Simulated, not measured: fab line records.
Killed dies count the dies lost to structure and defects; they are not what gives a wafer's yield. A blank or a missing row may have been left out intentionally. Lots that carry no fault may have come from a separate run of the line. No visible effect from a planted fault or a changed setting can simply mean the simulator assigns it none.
2 desks, one fault + flow gf180mcu + what lay behind the numbers comes last; until then each desk has only its own

AT THE TOOL OWNER'S DESK: pvd-sputter-02
The tool's own readings at GF_M3_SPUTTER_02 (material AlCu, target thk 450 nm, time 23.9 s): means of the sampled wafers that have a number, for each lot that ran on this tool. A lot is out of limits, marked OUT, if its mean lies more than 4 standard deviations from the usual mean; the brackets give that distance.
Columns: A = cathode-dc-power-W at GF_M3_SPUTTER_02, usual 10600 W; B = throttle-valve-pct at GF_M3_SPUTTER_02, usual 30.0 %
| lot  | first seen here | A     | B    |
|------|-----------------|-------|------|
| L222 | day 22 16:55    | 10601 | 30.2 |
| L223 | day 23 05:45    | 10598 | 29.1 |
| L231 | day 25 06:31    | 10598 | 30.0 |
| L233 | day 26 01:17    | 10602 | 30.5 |
This desk found nothing out of limits on any of the 4 lots.

THE METROLOGY DESK
Lot by lot, what the gauges showed, no matter which tool ran the lot: averages of those sampled wafers that carry a number. A lot is out of limits, marked OUT, if its mean lies more than 4 standard deviations from the usual mean; the brackets give that distance.
Columns: A = M3_ALCU_RS at GF_M3_RS_MEAS_05, usual 0.0699 ohm/sq; B = M3_ALCU_THK at GF_M3_THK_MEAS_06, usual 450 nm
| lot  | first seen here | A                | B             |
|------|-----------------|------------------|---------------|
| L219 | day 21 00:04    | 0.0697           | 449           |
| L218 | day 21 01:11    | 0.0692           | 458           |
| L222 | day 22 17:00    | 0.0694           | 454           |
| L223 | day 23 05:53    | 0.0699           | 450           |
| L226 | day 23 23:29    | 0.0709           | 443           |
| L231 | day 25 06:39    | 0.0697           | 455           |
| L233 | day 26 01:22    | 0.0569 (-23) OUT | 566 (+26) OUT |
| L235 | day 26 15:17    | 0.0706           | 445           |
| L236 | day 26 18:39    | 0.0698           | 449           |
| L238 | day 27 07:11    | 0.0694           | 454           |
This desk's finding: out of limits on L233; first on L233, day 26 01:22 (M3_ALCU_RS at GF_M3_RS_MEAS_05). L219, L218, L222, L223, L226, L231, L235, L236, L238 stayed within limits.

PUT TOGETHER
The metrology desk could have raised an alarm at day 26 01:22, on L233.
The tool owner's desk saw nothing out of limits.
On record at the tool owner's desk: L233, within its limits.
The lots listed all ran GF_M3_SPUTTER_02 on pvd-sputter-02.

WHAT WAS PUT IN BY THE SIMULATOR
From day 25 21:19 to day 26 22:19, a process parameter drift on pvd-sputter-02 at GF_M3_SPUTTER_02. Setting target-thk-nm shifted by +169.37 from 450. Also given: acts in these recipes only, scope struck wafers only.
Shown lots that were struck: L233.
Per desk, hours elapsed from the start of the fault to the first reading out of limits: for the metrology desk, 4.
